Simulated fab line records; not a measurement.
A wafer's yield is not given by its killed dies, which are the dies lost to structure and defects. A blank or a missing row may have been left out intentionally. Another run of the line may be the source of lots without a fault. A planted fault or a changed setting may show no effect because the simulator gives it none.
Chamber matching :: flow sky130 :: SKY_FIELD_ISO_ETCH_15 on rie_diel-01: 4 sister chambers
The step etches the open film in CHF3/O2, stops on Si, target depth 180 nm, time 72 s. 8 wafers are shown with their chamber, then 8 later ones without.

## EACH WAFER AND ITS CHAMBER
wafer: L082.2
chamber: 3
drypump_motor_current_A (A): 5.2
throttle_valve_pct (%): 8.848

wafer: L082.3
chamber: 2
drypump_motor_current_A (A): 4.8
throttle_valve_pct (%): 8.841

wafer: L087.2
chamber: 0
drypump_motor_current_A (A): 5.9
throttle_valve_pct (%): 8.847

wafer: L087.5
chamber: 1
drypump_motor_current_A (A): 6.5
throttle_valve_pct (%): 8.838

wafer: L089.2
chamber: 2
drypump_motor_current_A (A): 4.8
throttle_valve_pct (%): 8.842

wafer: L089.3
chamber: 3
drypump_motor_current_A (A): 5.3
throttle_valve_pct (%): 8.857

wafer: L089.6
chamber: 0
drypump_motor_current_A (A): 5.9
throttle_valve_pct (%): 8.855

wafer: L091.1
chamber: 1
drypump_motor_current_A (A): 6.6
throttle_valve_pct (%): 8.819

## WAFERS WHOSE CHAMBER IS MISSING
wafer: L091.2
drypump_motor_current_A (A): 5.9
throttle_valve_pct (%): 8.849

wafer: L091.5
drypump_motor_current_A (A): 5.9
throttle_valve_pct (%): 8.830

wafer: L092.3
drypump_motor_current_A (A): 4.8
throttle_valve_pct (%): 8.843

wafer: L092.4
drypump_motor_current_A (A): 6.5
throttle_valve_pct (%): 8.830

wafer: L092.5
drypump_motor_current_A (A): 6.6
throttle_valve_pct (%): 8.853

wafer: L097.2
drypump_motor_current_A (A): 5.2
throttle_valve_pct (%): 8.849

wafer: L097.3
drypump_motor_current_A (A): 5.9
throttle_valve_pct (%): 8.856

wafer: L097.6
drypump_motor_current_A (A): 5.2
throttle_valve_pct (%): 8.849

## WHICH CHAMBER EACH WENT THROUGH
wafer: L091.2
from the rows above: 0
in truth: 0

wafer: L091.5
from the rows above: 0
in truth: 0

wafer: L092.3
from the rows above: 2
in truth: 2

wafer: L092.4
from the rows above: 1
in truth: 1

wafer: L092.5
from the rows above: 1
in truth: 1

wafer: L097.2
from the rows above: 3
in truth: 3

wafer: L097.3
from the rows above: 0
in truth: 0

wafer: L097.6
from the rows above: 3
in truth: 3
Correctly placed: 8 of 8. Not placeable from these rows: 0. Number placed wrongly: 0.
How it was worked out, from the rows above alone: a wafer's distance from a chamber is the root of the sum, over the readings, of the square of ((its reading less the chamber's mean) divided by the reading's scatter). The wafer belongs to the nearest chamber; if the next one is less than 2 further off, it can't be placed. For every chamber, the mean is computed from those of its wafers that are shown. The scatter is the square root of a quotient: the sum, over the shown wafers, of each reading's squared deviation from its chamber's mean, divided by wafers minus chambers.
